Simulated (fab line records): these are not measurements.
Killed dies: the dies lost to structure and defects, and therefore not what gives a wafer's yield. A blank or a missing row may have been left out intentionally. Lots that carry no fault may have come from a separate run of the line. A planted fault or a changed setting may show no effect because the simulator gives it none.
A single fault, viewed from 2 desks | flow gf180mcu | numbers are kept per desk, each desk with only its own; the story behind them comes last

## AT THE TOOL OWNER'S DESK: pecvd-01
The tool's own readings at GF_V2_CVD_02 (deposits SiO2 from TEOS, target thk 850 nm, time 94.851 s): means of the sampled wafers that have a number, for each lot that ran on this tool. If a lot's mean is further than 4 standard deviations from the usual mean, the lot is out of limits and carries the mark OUT (the distance appears in the brackets).
Columns: A = heater_power_w at GF_V2_CVD_02, usual 612 W; B = rf_fwd_power_W at GF_V2_CVD_02, usual 596.5 W
lot  | first seen here | A   | B
L549 | day 19 07:19    | 578 | 597.2
L550 | day 19 13:42    | 644 | 595.1
L554 | day 21 00:00    | 520 | 662.5 (+33) OUT
L567 | day 25 23:48    | 588 | 595.3
L568 | day 26 08:37    | 606 | 596.4
L570 | day 26 11:14    | 586 | 596.0
L571 | day 26 21:32    | 584 | 595.7
Finding of this desk: L554 out of limits; the first was L554 at day 21 00:00, on rf_fwd_power_W at GF_V2_CVD_02. In limits: L549, L550, L567, L568, L570, L571.

## METROLOGY DESK
Means of the sampled wafers that have a number, per lot and without regard to the tool the lot ran on: this is what the gauges read. If a lot's mean is further than 4 standard deviations from the usual mean, the lot is out of limits and carries the mark OUT (the distance appears in the brackets).
Columns: A = cd_nm at GF_M2_CD_MEAS_14, usual 280.0 nm; B = M2_OVL at GF_M2_OVL_MEAS_15, usual 3 nm; C = V2_CVD_02_THK at GF_V2_THK_MEAS_03, usual 851 nm
lot  | first seen here | A     | B  | C
L549 | day 19 06:14    | 281.7 | 11 | 858
L550 | day 19 12:35    | 278.1 | 3  | 853
L551 | day 19 22:43    | 279.9 | 5  | 861
L554 | day 20 23:01    | 278.4 | 4  | 877
L562 | day 23 16:25    | 278.7 | 1  | 857
L565 | day 25 00:46    | 279.8 | 3  | 844
L566 | day 25 15:54    | 279.8 | -6 | 845
L567 | day 25 22:44    | 279.6 | 2  | 869
L568 | day 26 07:39    | 281.1 | 6  | 855
L570 | day 26 10:17    | 282.0 | 1  | 853
L571 | day 26 20:37    | 280.1 | -7 | 849
L572 | day 27 05:20    | 281.9 | -0 | 850
Finding of this desk: none of the 12 lots has anything out of limits.

## TAKEN TOGETHER
At day 21 00:00, on L554, the tool owner's desk was in a position to raise an alarm.
From the metrology desk's view, nothing was out of limits.
The metrology desk has L554 on record, within its limits.
On pecvd-01, each named lot ran GF_V2_CVD_02.

## WHAT THE SIMULATOR HAD PUT IN
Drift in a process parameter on pecvd-01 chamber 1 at GF_V2_CVD_02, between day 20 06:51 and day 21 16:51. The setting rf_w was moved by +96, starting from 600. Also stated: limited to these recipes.
Shown lots that were struck: L554.
Each desk's first reading out of limits, in hours after the fault started: the tool owner's desk, 17.
